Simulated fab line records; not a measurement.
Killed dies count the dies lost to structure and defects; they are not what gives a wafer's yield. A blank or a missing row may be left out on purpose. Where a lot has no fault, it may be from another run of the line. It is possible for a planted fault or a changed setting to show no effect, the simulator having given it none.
Which tool is to blame? || flow sky130 || 36 wafers from 12 lots sampled at 2 of the route's 708 steps

== WHAT THE GAUGES SHOWED, per wafer ==
SKY_VIA4_OVL_MEAS_11. Usual: VIA4_OVL gives -0.1 nm (standard deviation 1.6).
{"lot": "L370", "measured": "day 43 03:03", "on": "overlay-01", "VIA4_OVL (nm)": "0.2 0.8 0.8", "flag": ""}
{"lot": "L371", "measured": "day 43 17:40", "on": "overlay-01", "VIA4_OVL (nm)": "3.1 1.3 -0.7", "flag": ""}
{"lot": "L373", "measured": "day 43 23:00", "on": "overlay-02", "VIA4_OVL (nm)": "-0.6 0.2 -0.1", "flag": ""}
{"lot": "L376", "measured": "day 44 18:28", "on": "overlay-01", "VIA4_OVL (nm)": "-1.5 -1.4 -2.7", "flag": ""}
{"lot": "L375", "measured": "day 44 21:36", "on": "overlay-01", "VIA4_OVL (nm)": "3.2 2.8 3.0", "flag": ""}
{"lot": "L377", "measured": "day 45 03:11", "on": "overlay-01", "VIA4_OVL (nm)": "1.1 1.6 0.7", "flag": ""}
{"lot": "L378", "measured": "day 45 09:52", "on": "overlay-01", "VIA4_OVL (nm)": "0.7 2.1 0.5", "flag": ""}
{"lot": "L379", "measured": "day 45 15:56", "on": "overlay-01", "VIA4_OVL (nm)": "0.1 0.2 -0.1", "flag": ""}
{"lot": "L380", "measured": "day 45 17:20", "on": "overlay-02", "VIA4_OVL (nm)": "-0.8 0.8 -1.5", "flag": ""}
{"lot": "L384", "measured": "day 46 22:46", "on": "overlay-01", "VIA4_OVL (nm)": "1.9 1.3 0.8", "flag": ""}
{"lot": "L388", "measured": "day 47 16:49", "on": "overlay-02", "VIA4_OVL (nm)": "-1.2 -2.0 -1.8", "flag": ""}
{"lot": "L390", "measured": "day 47 22:08", "on": "overlay-02", "VIA4_OVL (nm)": "-0.9 -1.9 -2.3", "flag": ""}

== EACH LOT AND THE TOOL THAT RAN IT (in order: tool; ch and the chambers of the sampled wafers; start) ==
{"lot": "L370", "SKY_METAL4_DESCUM_15": "rie metal-02 ch 0,1, day 42 02:07"}
{"lot": "L371", "SKY_METAL4_DESCUM_15": "rie metal-03 ch 0,1, day 42 16:20"}
{"lot": "L373", "SKY_METAL4_DESCUM_15": "rie metal-01 ch 0,1, day 42 22:43"}
{"lot": "L376", "SKY_METAL4_DESCUM_15": "rie metal-02 ch 0,1, day 43 17:47"}
{"lot": "L375", "SKY_METAL4_DESCUM_15": "rie metal-02 ch 0,1, day 43 21:29"}
{"lot": "L377", "SKY_METAL4_DESCUM_15": "rie metal-01 ch 0,1, day 44 02:41"}
{"lot": "L378", "SKY_METAL4_DESCUM_15": "rie metal-03 ch 0,1, day 44 10:53"}
{"lot": "L379", "SKY_METAL4_DESCUM_15": "rie metal-01 ch 0,1, day 44 16:40"}
{"lot": "L380", "SKY_METAL4_DESCUM_15": "rie metal-03 ch 0,1, day 44 17:59"}
{"lot": "L384", "SKY_METAL4_DESCUM_15": "rie metal-03 ch 0,1, day 45 23:50"}
{"lot": "L388", "SKY_METAL4_DESCUM_15": "rie metal-03 ch 0,1, day 46 19:49"}
{"lot": "L390", "SKY_METAL4_DESCUM_15": "rie metal-02 ch 0,1, day 47 01:02"}
- SKY_METAL4_DESCUM_15: chemistry O2, time 8 s.

== WHAT THE TOOLS THEMSELVES READ (means of the sampled wafers that have a number; where no wafer has one, the mark that the record gives instead) ==
SKY_METAL4_DESCUM_15. Usual: drypump motor current A 5.8 A, standard deviation 0.53; he backside leak sccm 3.45 sccm, standard deviation 0.24; oes product au 0.996 a.u., standard deviation 0.013.
{"lot": "L370", "tool": "rie metal-02", "drypump motor current A (A)": 6.4, "he backside leak sccm (sccm)": 3.35, "oes product au (a.u.)": 0.996, "flag": ""}
{"lot": "L371", "tool": "rie metal-03", "drypump motor current A (A)": 5.3, "he backside leak sccm (sccm)": 3.56, "oes product au (a.u.)": 1.000, "flag": ""}
{"lot": "L373", "tool": "rie metal-01", "drypump motor current A (A)": 5.8, "he backside leak sccm (sccm)": 3.34, "oes product au (a.u.)": 0.999, "flag": ""}
{"lot": "L376", "tool": "rie metal-02", "drypump motor current A (A)": 6.4, "he backside leak sccm (sccm)": 4.15, "oes product au (a.u.)": 0.999, "flag": ""}
{"lot": "L375", "tool": "rie metal-02", "drypump motor current A (A)": 6.1, "he backside leak sccm (sccm)": 3.50, "oes product au (a.u.)": 0.989, "flag": ""}
{"lot": "L377", "tool": "rie metal-01", "drypump motor current A (A)": 5.8, "he backside leak sccm (sccm)": 3.27, "oes product au (a.u.)": 0.991, "flag": ""}
{"lot": "L378", "tool": "rie metal-03", "drypump motor current A (A)": 5.3, "he backside leak sccm (sccm)": 3.56, "oes product au (a.u.)": 1.016, "flag": ""}
{"lot": "L379", "tool": "rie metal-01", "drypump motor current A (A)": 5.8, "he backside leak sccm (sccm)": 3.31, "oes product au (a.u.)": 0.998, "flag": ""}
{"lot": "L380", "tool": "rie metal-03", "drypump motor current A (A)": 5.3, "he backside leak sccm (sccm)": 3.56, "oes product au (a.u.)": 1.001, "flag": ""}
{"lot": "L384", "tool": "rie metal-03", "drypump motor current A (A)": 5.3, "he backside leak sccm (sccm)": 3.55, "oes product au (a.u.)": 1.005, "flag": ""}
{"lot": "L388", "tool": "rie metal-03", "drypump motor current A (A)": 5.4, "he backside leak sccm (sccm)": 3.53, "oes product au (a.u.)": 0.994, "flag": ""}
{"lot": "L390", "tool": "rie metal-02", "drypump motor current A (A)": 6.4, "he backside leak sccm (sccm)": 3.28, "oes product au (a.u.)": 0.995, "flag": ""}

== THE ANSWER, worked out from the rows above alone ==
Rule: a lot is off if the mean of its wafers that have a number lies more than 3 standard deviations from the usual mean. Also off: a lot with no number at a reading for which 4 or more lots have one. All remaining lots with rows at the step are treated as sound. The gauges are gone through in route order, then the tools' own readings, and for those a lot's mean is taken as printed above. At the first step where some lot is off, the reading lying furthest off is the one used; lots without a number count as furthest.
None of the lots is off at any reading shown; this tells nothing.

== WHAT WAS PUT IN BY THE SIMULATOR ==
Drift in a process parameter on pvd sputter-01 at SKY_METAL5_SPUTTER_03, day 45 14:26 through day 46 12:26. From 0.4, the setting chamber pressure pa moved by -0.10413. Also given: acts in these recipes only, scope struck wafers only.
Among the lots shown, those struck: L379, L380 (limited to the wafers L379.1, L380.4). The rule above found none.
